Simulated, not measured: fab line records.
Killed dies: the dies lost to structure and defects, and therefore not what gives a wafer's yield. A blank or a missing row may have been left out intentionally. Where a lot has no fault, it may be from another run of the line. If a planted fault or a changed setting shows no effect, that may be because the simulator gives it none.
The tool behind it: which one? || flow gf180mcu || 27 wafers from 9 lots sampled at 2 of the route's 602 steps

== WHAT THE GAUGES SHOWED, per wafer ==
GF_MVSD_TW_MEAS_11.
{"lot": "L392", "measured": "day 4 11:46", "on": "film metro-04", "MVSD_TW": "1587 1592 1595"}
{"lot": "L393", "measured": "day 4 15:27", "on": "film metro-01", "MVSD_TW": "1564 1563 1558"}
{"lot": "L394", "measured": "day 4 23:24", "on": "film metro-04", "MVSD_TW": "1601 1593 1587"}
{"lot": "L395", "measured": "day 5 04:18", "on": "film metro-04", "MVSD_TW": "1593 1596 1591"}
{"lot": "L396", "measured": "day 5 09:14", "on": "film metro-04", "MVSD_TW": "1591 1589 1595"}
{"lot": "L397", "measured": "day 5 15:22", "on": "film metro-04", "MVSD_TW": "1584 1594 1588"}
{"lot": "L403", "measured": "day 7 04:09", "on": "film metro-01", "MVSD_TW": "2361 2377 2370"}
{"lot": "L404", "measured": "day 7 07:56", "on": "film metro-04", "MVSD_TW": "2390 2381 2397"}
{"lot": "L405", "measured": "day 7 14:24", "on": "film metro-02", "MVSD_TW": "2368 2380 2383"}

== EACH LOT AND THE TOOL THAT RAN IT (in order: tool; ch and the chambers of the sampled wafers; start) ==
{"lot": "L392", "GF_MVSD_IMPLANT_08": "implanter-03 ch 0, day 4 11:22"}
{"lot": "L393", "GF_MVSD_IMPLANT_08": "implanter-01 ch 0, day 4 15:05"}
{"lot": "L394", "GF_MVSD_IMPLANT_08": "implanter-01 ch 0, day 4 23:01"}
{"lot": "L395", "GF_MVSD_IMPLANT_08": "implanter-03 ch 0, day 5 03:55"}
{"lot": "L396", "GF_MVSD_IMPLANT_08": "implanter-03 ch 0, day 5 08:52"}
{"lot": "L397", "GF_MVSD_IMPLANT_08": "implanter-04 ch 0, day 5 14:59"}
{"lot": "L403", "GF_MVSD_IMPLANT_08": "implanter-03 ch 0, day 7 03:46"}
{"lot": "L404", "GF_MVSD_IMPLANT_08": "implanter-01 ch 0, day 7 07:32"}
{"lot": "L405", "GF_MVSD_IMPLANT_08": "implanter-03 ch 0, day 7 14:01"}
- GF_MVSD_IMPLANT_08

== THE ANSWER, worked out from the rows above alone ==
Rule: the lots themselves supply what counts as usual. Put in order of their means at a reading, lots are off if they are a third of the lots or fewer, leave a main group of 4 or more, and stand apart from it by a gap of 3 or more times the standard deviation of the main group's means; of several such gaps the widest counts. A main group whose means are all the same, to the digits that the tables above print for the reading, isn't used. Also off: a lot with no number at a reading for which 4 or more lots have one. All remaining lots with rows at the step are treated as sound.
Off: L403, L404, L405, at GF_MVSD_TW_MEAS_11 (MVSD_TW). The main group has a mean of 1587 with a standard deviation of 11.
A tool fits if, at a process step before that reading, it ran every lot that is off, and no sound lot after the first of them. Those tools and the gauges at GF_MVSD_TW_MEAS_11 are tried in the same way. No candidate that was tried fits.

== WHAT WAS PUT IN BY THE SIMULATOR ==
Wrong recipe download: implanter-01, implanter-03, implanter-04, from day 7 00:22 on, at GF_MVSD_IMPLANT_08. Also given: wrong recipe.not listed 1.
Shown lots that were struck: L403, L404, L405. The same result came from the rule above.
